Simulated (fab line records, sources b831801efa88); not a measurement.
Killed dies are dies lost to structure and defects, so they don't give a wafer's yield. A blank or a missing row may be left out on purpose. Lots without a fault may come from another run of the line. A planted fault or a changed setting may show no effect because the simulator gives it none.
Tool commonality check | flow sky130 | 11 lots, 33 wafers sampled

WHY IT WAS OPENED
At SKY_SD_N_RS_MEAS_16 the reading SD_N_RS is flagged on 2 of 11 lots. Wafers without a fault read 68.85 ohm/sq, standard deviation 0.16.
Rule: a lot is flagged when every wafer of it that has a number lies more than 4 standard deviations from that mean, or none has a number. The other lots count as sound.

lot  | measured     | on            | SD_N_RS (ohm/sq), wafer by wafer | flag
L115 | day 28 09:53 | film_metro-01 | 68.87 68.80 68.76                |
L118 | day 29 15:13 | film_metro-02 | 68.77 68.93 69.02                |
L119 | day 29 19:53 | film_metro-02 | 69.02 68.86 69.00                |
L122 | day 30 19:50 | film_metro-04 | 69.04 68.86 69.06                |
L128 | day 32 13:53 | film_metro-04 | 70.78 70.69 70.79                | FLAGGED
L129 | day 32 23:37 | film_metro-04 | 70.95 70.91 70.87                | FLAGGED
L130 | day 33 15:18 | film_metro-04 | 68.87 69.25 68.95                |
L131 | day 33 19:52 | film_metro-02 | 68.85 68.77 68.87                |
L132 | day 33 22:28 | film_metro-04 | 68.98 68.83 68.95                |
L136 | day 35 02:53 | film_metro-01 | 68.52 68.76 68.58                |
L137 | day 36 02:38 | film_metro-01 | 68.66 68.39 68.60                |
The numbers of the flagged lots are 70.83 ohm/sq on average: +1.98 ohm/sq against the usual, or +12 standard deviations.

WHICH TOOL RAN EACH LOT
The record holds 2 process steps before the reading, out of a route of 708 steps. In each cell: the tool, then ch and the chambers that the sampled wafers went through, then the start.
lot  | flag    | SKY_LDD_HVP_STRIP_09                 | SKY_SD_N_IMPLANT_10
L115 |         | plasma_asher-02 ch 0,1, day 22 02:38 | implanter-03 ch 0, day 28 09:22
L118 |         | plasma_asher-03 ch 0,1, day 23 09:58 | implanter-03 ch 0, day 29 14:41
L119 |         | plasma_asher-02 ch 0,1, day 23 15:59 | implanter-04 ch 0, day 29 19:22
L122 |         | plasma_asher-03 ch 0,1, day 24 17:03 | implanter-03 ch 0, day 30 19:19
L128 | FLAGGED | plasma_asher-02 ch 0,1, day 26 13:16 | implanter-03 ch 0, day 32 13:21
L129 | FLAGGED | plasma_asher-02 ch 0,1, day 27 01:18 | implanter-03 ch 0, day 32 23:05
L130 |         | plasma_asher-03 ch 0,1, day 27 18:48 | implanter-04 ch 0, day 33 14:46
L131 |         | plasma_asher-02 ch 0,1, day 27 20:47 | implanter-01 ch 0, day 33 19:20
L132 |         | plasma_asher-02 ch 0, day 28 02:08   | implanter-04 ch 0, day 33 21:56
L136 |         | plasma_asher-02 ch 0,1, day 29 09:26 | implanter-04 ch 0, day 35 02:21
L137 |         | plasma_asher-03 ch 0,1, day 30 07:25 | implanter-04 ch 0, day 36 02:05
What these steps do:
- SKY_LDD_HVP_STRIP_09: strips in O2/N2.
- SKY_SD_N_IMPLANT_10
- SKY_SD_N_RS_MEAS_16: measures by four-point-probe.

FLAGGED OVER TOTAL, TOOL BY TOOL (the gauges that took the reading come last)
step                 | tool            | lots run | flagged | share of the flagged lots | sound lots run after its first flagged lot
SKY_LDD_HVP_STRIP_09 | plasma_asher-02 | 7        | 2       | all                       | 3 (L131,L132,L136)
SKY_LDD_HVP_STRIP_09 | plasma_asher-03 | 4        | 0       | none                      | -
SKY_SD_N_IMPLANT_10  | implanter-01    | 1        | 0       | none                      | -
SKY_SD_N_IMPLANT_10  | implanter-03    | 5        | 2       | all                       | 0
SKY_SD_N_IMPLANT_10  | implanter-04    | 5        | 0       | none                      | -
SKY_SD_N_RS_MEAS_16  | film_metro-01   | 3        | 0       | none                      | -
SKY_SD_N_RS_MEAS_16  | film_metro-02   | 3        | 0       | none                      | -
SKY_SD_N_RS_MEAS_16  | film_metro-04   | 5        | 2       | all                       | 2 (L130,L132)

WHAT THE TABLE ALLOWS
3 rows of the table ran every flagged lot: plasma_asher-02 at SKY_LDD_HVP_STRIP_09, implanter-03 at SKY_SD_N_IMPLANT_10, film_metro-04 at SKY_SD_N_RS_MEAS_16.
- plasma_asher-02 at SKY_LDD_HVP_STRIP_09: 2 of its 7 lots flagged. Sound lots ran on it after the first flagged one (L131, L132, L136), which a lasting fault on the whole tool wouldn't allow.
- implanter-03 at SKY_SD_N_IMPLANT_10: 2 of its 5 lots flagged. Its last sound lot is L122 (day 30 19:19), its first flagged lot L128 (day 32 13:21): a fault that began between those two fits. Its own readings lie more than 4 standard deviations out on every wafer of the flagged lots: dose_ions_cm2, faraday_current_uA.
- film_metro-04 at SKY_SD_N_RS_MEAS_16: 2 of its 5 lots flagged. Sound lots ran on it after the first flagged one (L130, L132), which a lasting fault on the whole tool wouldn't allow.
One tool is left: implanter-03 at SKY_SD_N_IMPLANT_10.

WHAT THE SIMULATOR HAD PUT IN
Process parameter drift: implanter-03, from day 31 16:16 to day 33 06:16, at SKY_SD_N_IMPLANT_10. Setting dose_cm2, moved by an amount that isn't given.
Lots struck among those shown: L128, L129. The rule above found the same.
